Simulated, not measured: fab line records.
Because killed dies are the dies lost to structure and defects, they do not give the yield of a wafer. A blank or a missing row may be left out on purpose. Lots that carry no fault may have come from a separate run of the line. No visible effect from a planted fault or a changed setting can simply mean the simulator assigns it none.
The same fault as seen by 2 desks :: flow sky130 :: every desk sees just its own numbers, and what lay behind them comes last

METROLOGY DESK
What the gauges read for every lot (on any tool): the sampled wafers with a number, averaged. The brackets show how far a lot's mean lies from the usual mean; more than 4 standard deviations puts the lot out of limits, marked OUT.
Columns: A = POLY_GATE_CVD_03_THK at SKY_POLY_GATE_THK_MEAS_04, usual 74.7 nm; B = LDD_N_OVL at SKY_LDD_N_OVL_MEAS_07, usual -1.1 nm; C = CONTACT_BOW at SKY_CONTACT_BOW_MEAS_05, usual 81 um
lot: L795
first seen here: day 15 07:12
A: 74.2
B: 0.2
C: 75

lot: L796
first seen here: day 15 13:50
A: 75.0
B: -2.3
C: 90

lot: L799
first seen here: day 16 16:02
A: 75.1
B: 0.4
C: 80

lot: L800
first seen here: day 16 23:35
A: 74.3
B: -0.8
C: 69

lot: L804
first seen here: day 18 14:47
A: 74.4
B: -0.4
C: 77

lot: L810
first seen here: day 20 13:57
A: 74.6
B: -1.5
C: 82

lot: L813
first seen here: day 21 21:18
A: 53.9 (-38) OUT
B: -1.7
C: 83

lot: L814
first seen here: day 22 03:10
A: 54.3 (-37) OUT
B: -0.9
C: 77

lot: L815
first seen here: day 22 13:38
A: 53.8 (-38) OUT
B: -1.3
C: 78

lot: L816
first seen here: day 22 16:11
A: 54.4 (-37) OUT
B: -1.3
C: 83
This desk's finding: out of limits on L813, L814, L815, L816; first on L813, day 21 21:18 (POLY_GATE_CVD_03_THK at SKY_POLY_GATE_THK_MEAS_04). Within limits: L795, L796, L799, L800, L804, L810.

TOOL OWNER'S DESK, lpcvd-02
The tool's own readings at SKY_POLY_GATE_CVD_03 (deposits Si3N4 from DCS/NH3, target thk 75 nm, time 1290 s): means of the sampled wafers that have a number, for each lot that ran on this tool. The brackets show how far a lot's mean lies from the usual mean; more than 4 standard deviations puts the lot out of limits, marked OUT.
Columns: A = zonePowerCentrePct at SKY_POLY_GATE_CVD_03, usual 14.2 %
lot: L795
first seen here: day 15 05:49
A: 14.7

lot: L796
first seen here: day 15 12:28
A: 14.8

lot: L799
first seen here: day 16 14:40
A: 14.8

lot: L800
first seen here: day 16 21:32
A: 13.8

lot: L804
first seen here: day 18 13:26
A: 13.8

lot: L810
first seen here: day 20 12:35
A: 13.8

lot: L813
first seen here: day 21 19:56
A: 14.7

lot: L814
first seen here: day 22 01:49
A: 14.8

lot: L815
first seen here: day 22 11:35
A: 14.8

lot: L816
first seen here: day 22 14:50
A: 13.8
This desk's verdict: no lot among the 10 shows anything out of limits.

PUT TOGETHER
On L813, L814, L815, L816, the metrology desk was in a position to raise an alarm at day 21 21:18.
Nothing out of limits was seen by the tool owner's desk.
Tool owner's desk: L813, L814, L815, L816 on record, inside its limits.
On lpcvd-02, each named lot ran SKY_POLY_GATE_CVD_03.

WHAT HAD BEEN PUT IN BY THE SIMULATOR
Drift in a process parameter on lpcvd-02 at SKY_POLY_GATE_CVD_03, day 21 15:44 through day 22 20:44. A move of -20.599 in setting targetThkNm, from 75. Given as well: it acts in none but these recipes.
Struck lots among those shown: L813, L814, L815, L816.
Delay in hours, fault start to first out-of-limits reading, per desk: metrology desk 6.
